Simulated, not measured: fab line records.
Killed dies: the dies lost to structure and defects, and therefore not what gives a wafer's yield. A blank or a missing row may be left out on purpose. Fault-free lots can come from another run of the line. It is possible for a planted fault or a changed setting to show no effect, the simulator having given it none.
One fault seen from 2 desks :: flow sfq-line :: what lay behind the numbers comes last; until then each desk has only its own

FROM THE METROLOGY DESK
What the gauges read for every lot (on any tool): the sampled wafers with a number, averaged. If a lot's mean is further than 4 standard deviations from the usual mean, the lot is out of limits and carries the mark OUT (the distance appears in the brackets).
Columns: A = R5_OVL at SFQ_R5_OVL_MEAS_935, usual 1 nm; B = I5_OVL at SFQ_I5_OVL_MEAS_936, usual 2 nm
lot: L380
first seen here: day 49 05:41
A: 2
B: 3

lot: L385
first seen here: day 51 04:02
A: 1
B: 5

lot: L389
first seen here: day 58 00:35
A: 3
B: -5

lot: L391
first seen here: day 58 19:47
A: 6
B: -5

lot: L396
first seen here: day 63 05:38
A: -5
B: -6

lot: L398
first seen here: day 64 21:14
A: -2
B: -1
This desk found nothing out of limits on any of the 6 lots.

AT THE TOOL OWNER'S DESK: litho-track-04
The tool's own readings at SFQ_TRILAYER_I5_LITHO_PEB_147 (peb time 60 s): means of the sampled wafers that have a number, for each lot that ran on this tool. If a lot's mean is further than 4 standard deviations from the usual mean, the lot is out of limits and carries the mark OUT (the distance appears in the brackets).
Columns: A = heater-power-total-W at SFQ_TRILAYER_I5_LITHO_PEB_147, usual 79.15 W; B = plate-temp-C at SFQ_TRILAYER_I5_LITHO_PEB_147, usual 115.00 C
lot: L380
first seen here: day 50 09:10
A: 79.14
B: 114.99

lot: L389
first seen here: day 60 00:50
A: 80.08 (+15) OUT
B: 116.03 (+8.6) OUT

lot: L391
first seen here: day 60 03:14
A: 80.11 (+15) OUT
B: 116.13 (+9.4) OUT

lot: L396
first seen here: day 63 08:41
A: 79.14
B: 115.00
Finding of this desk: L389, L391 out of limits; the first was L389 at day 60 00:50, on heater-power-total-W at SFQ_TRILAYER_I5_LITHO_PEB_147. In limits: L380, L396.

PUT TOGETHER
The tool owner's desk had the chance to raise an alarm at day 60 00:50 on L389, L391.
Metrology desk: nothing out of limits seen.
The metrology desk has L389, L391 on record, within its limits.
Of the lots named, all ran SFQ_TRILAYER_I5_LITHO_PEB_147 on litho-track-04.

WHAT THE SIMULATOR PUT IN
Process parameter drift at SFQ_TRILAYER_I5_LITHO_PEB_147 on litho-track-04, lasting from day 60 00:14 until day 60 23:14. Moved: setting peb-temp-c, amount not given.
Lots struck among those shown: L389, L391.
Each desk's first reading out of limits, in hours after the fault started: the tool owner's desk, 1.
